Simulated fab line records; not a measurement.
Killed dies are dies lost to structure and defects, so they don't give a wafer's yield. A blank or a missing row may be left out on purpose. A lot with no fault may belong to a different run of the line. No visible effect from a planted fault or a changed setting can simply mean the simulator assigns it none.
What tool caused it? || flow gf180mcu || 33 wafers from 11 lots sampled at 3 of the route's 602 steps

## WHAT THE GAUGES SHOWED, per wafer
GF_HV_LDD_CD_MEAS_46 targets a cd of 400 nm. Usual: cd_nm 397.5 nm, standard deviation 2.3.
{"lot": "L591", "measured": "day 13 04:17", "on": "cd_sem-01", "cd_nm (nm)": "400.8 398.5 399.3", "flag": ""}
{"lot": "L593", "measured": "day 13 17:44", "on": "cd_sem-01", "cd_nm (nm)": "398.0 399.1 398.3", "flag": ""}
{"lot": "L595", "measured": "day 13 22:14", "on": "cd_sem-02", "cd_nm (nm)": "399.9 402.5 398.9", "flag": ""}
{"lot": "L597", "measured": "day 14 09:35", "on": "cd_sem-01", "cd_nm (nm)": "392.6 394.8 398.2", "flag": ""}
{"lot": "L599", "measured": "day 15 00:02", "on": "cd_sem-01", "cd_nm (nm)": "399.9 398.9 398.2", "flag": ""}
{"lot": "L598", "measured": "day 15 05:38", "on": "cd_sem-01", "cd_nm (nm)": "398.4 399.6 398.7", "flag": ""}
{"lot": "L601", "measured": "day 15 15:20", "on": "cd_sem-02", "cd_nm (nm)": "- - -", "flag": "OFF"}
{"lot": "L602", "measured": "day 15 23:03", "on": "cd_sem-01", "cd_nm (nm)": "395.6 398.5 397.0", "flag": ""}
{"lot": "L608", "measured": "day 18 01:19", "on": "cd_sem-02", "cd_nm (nm)": "393.6 395.4 395.9", "flag": ""}
{"lot": "L609", "measured": "day 18 07:05", "on": "cd_sem-01", "cd_nm (nm)": "403.4 402.7 404.4", "flag": ""}
{"lot": "L614", "measured": "day 19 19:06", "on": "cd_sem-02", "cd_nm (nm)": "392.8 397.1 396.3", "flag": ""}

GF_HV_LDD_TW_MEAS_50. Usual: for HV_LDD_4_TW the level is 571 and the standard deviation is 4.3.
{"lot": "L591", "measured": "day 13 04:42", "on": "film_metro-03", "HV_LDD_4_TW": "567 569 566", "flag": ""}
{"lot": "L593", "measured": "day 13 18:07", "on": "film_metro-02", "HV_LDD_4_TW": "577 575 574", "flag": ""}
{"lot": "L595", "measured": "day 13 22:39", "on": "film_metro-03", "HV_LDD_4_TW": "565 566 564", "flag": ""}
{"lot": "L597", "measured": "day 14 10:03", "on": "film_metro-01", "HV_LDD_4_TW": "576 576 576", "flag": ""}
{"lot": "L599", "measured": "day 15 00:26", "on": "film_metro-03", "HV_LDD_4_TW": "564 570 568", "flag": ""}
{"lot": "L598", "measured": "day 15 06:02", "on": "film_metro-02", "HV_LDD_4_TW": "573 576 572", "flag": ""}
{"lot": "L601", "measured": "day 15 15:45", "on": "film_metro-03", "HV_LDD_4_TW": "30 30 30", "flag": "OFF"}
{"lot": "L602", "measured": "day 15 23:27", "on": "film_metro-01", "HV_LDD_4_TW": "574 573 571", "flag": ""}
{"lot": "L608", "measured": "day 18 01:43", "on": "film_metro-03", "HV_LDD_4_TW": "570 571 570", "flag": ""}
{"lot": "L609", "measured": "day 18 07:30", "on": "film_metro-02", "HV_LDD_4_TW": "574 574 573", "flag": ""}
{"lot": "L614", "measured": "day 19 19:28", "on": "film_metro-02", "HV_LDD_4_TW": "570 572 571", "flag": ""}

## EACH LOT AND THE TOOL THAT RAN IT (in order: tool; ch and the chambers of the sampled wafers; start)
{"lot": "L591", "GF_HV_LDD_EXPOSE_43": "iline_stepper-01 ch 0, day 12 19:08"}
{"lot": "L593", "GF_HV_LDD_EXPOSE_43": "iline_stepper-01 ch 0, day 13 08:32"}
{"lot": "L595", "GF_HV_LDD_EXPOSE_43": "iline_stepper-01 ch 0, day 13 12:47"}
{"lot": "L597", "GF_HV_LDD_EXPOSE_43": "iline_stepper-01 ch 0, day 13 23:59"}
{"lot": "L599", "GF_HV_LDD_EXPOSE_43": "iline_stepper-02 ch 0, day 14 14:10"}
{"lot": "L598", "GF_HV_LDD_EXPOSE_43": "iline_stepper-02 ch 0, day 14 18:41"}
{"lot": "L601", "GF_HV_LDD_EXPOSE_43": "iline_stepper-01 ch 0, day 15 04:26"}
{"lot": "L602", "GF_HV_LDD_EXPOSE_43": "iline_stepper-02 ch 0, day 15 12:26"}
{"lot": "L608", "GF_HV_LDD_EXPOSE_43": "iline_stepper-01 ch 0, day 17 14:04"}
{"lot": "L609", "GF_HV_LDD_EXPOSE_43": "iline_stepper-01 ch 0, day 17 19:41"}
{"lot": "L614", "GF_HV_LDD_EXPOSE_43": "iline_stepper-01 ch 0, day 19 07:17"}
- GF_HV_LDD_EXPOSE_43: exposes mask Pplus HV AREA, target cd 400 nm.

## WHAT THE TOOLS THEMSELVES READ (means of the sampled wafers that have a number; where no wafer has one, the mark that the record gives instead)
GF_HV_LDD_EXPOSE_43. Usual: focus_offset_nm -0.1 nm, standard deviation 0.52.
{"lot": "L591", "tool": "iline_stepper-01", "focus_offset_nm (nm)": -0.2, "flag": ""}
{"lot": "L593", "tool": "iline_stepper-01", "focus_offset_nm (nm)": -0.3, "flag": ""}
{"lot": "L595", "tool": "iline_stepper-01", "focus_offset_nm (nm)": 0.3, "flag": ""}
{"lot": "L597", "tool": "iline_stepper-01", "focus_offset_nm (nm)": 0.0, "flag": ""}
{"lot": "L599", "tool": "iline_stepper-02", "focus_offset_nm (nm)": -0.6, "flag": ""}
{"lot": "L598", "tool": "iline_stepper-02", "focus_offset_nm (nm)": 0.3, "flag": ""}
{"lot": "L601", "tool": "iline_stepper-01", "focus_offset_nm (nm)": -0.1, "flag": ""}
{"lot": "L602", "tool": "iline_stepper-02", "focus_offset_nm (nm)": -0.6, "flag": ""}
{"lot": "L608", "tool": "iline_stepper-01", "focus_offset_nm (nm)": -0.4, "flag": ""}
{"lot": "L609", "tool": "iline_stepper-01", "focus_offset_nm (nm)": 0.2, "flag": ""}
{"lot": "L614", "tool": "iline_stepper-01", "focus_offset_nm (nm)": 0.4, "flag": ""}

## THE ANSWER, worked out from the rows above alone
Rule: a lot counts as off when the mean over its wafers that have a number is more than 3 standard deviations away from the usual mean. Also off: a lot with no number at a reading for which 4 or more lots have one. The other lots that the step has rows for count as sound. The gauges are gone through in route order, then the tools' own readings, and for those a lot's mean is taken as printed above. At the first step where some lot is off, the reading lying furthest off is the one used; lots without a number count as furthest.
Off: L601 (GF_HV_LDD_CD_MEAS_46, cd_nm). Without a number there: L601.
A tool fits if, at a process step before that reading, it ran every lot that is off, and no sound lot after the first of them. Not tried: the gauges at GF_HV_LDD_CD_MEAS_46; whatever is off there is also off at GF_HV_LDD_TW_MEAS_50, on other tools, and gauge error can't account for it. Not one of the candidates tried fits.

## WHAT HAD BEEN PUT IN BY THE SIMULATOR
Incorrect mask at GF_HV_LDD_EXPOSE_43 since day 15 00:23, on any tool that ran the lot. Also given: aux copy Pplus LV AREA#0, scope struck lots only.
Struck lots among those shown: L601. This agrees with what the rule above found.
